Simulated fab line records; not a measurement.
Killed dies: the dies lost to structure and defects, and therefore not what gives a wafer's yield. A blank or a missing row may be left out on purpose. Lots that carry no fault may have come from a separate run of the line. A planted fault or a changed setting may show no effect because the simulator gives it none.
Matching of chambers | flow gf180mcu | pecvd-02 running GF_MIM_CVD_05: 3 sister chambers
The step deposits Si3N4, target thk 42 nm, time 29.086 s. 6 wafers are shown with their chamber, then 12 later ones without.

== WAFERS PAIRED WITH THEIR CHAMBERS ==
wafer  | chamber | heater power w (W) | rf fwd power W (W)
L086.5 | 0       | 711                | 444.2
L088.4 | 2       | 595                | 441.8
L088.5 | 1       | 700                | 444.5
L089.1 | 0       | 730                | 441.9
L089.2 | 1       | 640                | 445.7
L089.5 | 2       | 549                | 443.5

== WAFERS WITH NO CHAMBER GIVEN ==
wafer  | heater power w (W) | rf fwd power W (W)
L090.3 | 688                | 446.9
L090.5 | 527                | 445.2
L090.6 | 721                | 440.7
L091.1 | 713                | 442.0
L091.2 | 536                | 443.9
L091.3 | 727                | 446.5
L092.1 | 578                | 447.3
L092.3 | 586                | 447.2
L092.5 | 630                | 445.6
L096.1 | 581                | 445.1
L096.3 | 639                | 442.5
L096.5 | 627                | 445.1

== EACH ONE'S CHAMBER ==
wafer  | from the rows above          | in truth
L090.3 | can't be placed: 1 or 0      | 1
L090.5 | 2                            | 2
L090.6 | can't be placed: 0 or 1      | 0
L091.1 | can't be placed: 0 or 1      | 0
L091.2 | 2                            | 2
L091.3 | can't be placed: 1 or 0      | 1
L092.1 | can't be placed: 1 or 2      | 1
L092.3 | can't be placed: 1 or 2      | 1
L092.5 | can't be placed: 1 or 2      | 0
L096.1 | can't be placed: 2 or 1      | 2
L096.3 | can't be placed: 2 or 1 or 0 | 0
L096.5 | can't be placed: 1 or 2      | 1
Correctly placed: 2 of 12. From these rows, 10 cannot be placed; in 9 the true chamber is one of the candidates. 0 placed wrongly.
How it was worked out, from the rows above alone: a wafer's distance from a chamber is the root of the sum, over the readings, of the square of ((its reading less the chamber's mean) divided by the reading's scatter). The wafer belongs to the nearest chamber; if the next one is less than 2 further off, it can't be placed. For every chamber, the mean is computed from those of its wafers that are shown. How the scatter is found: for the shown wafers, subtract from each reading the mean of its chamber, square and add these, divide the total by (wafers less chambers), then take the root.
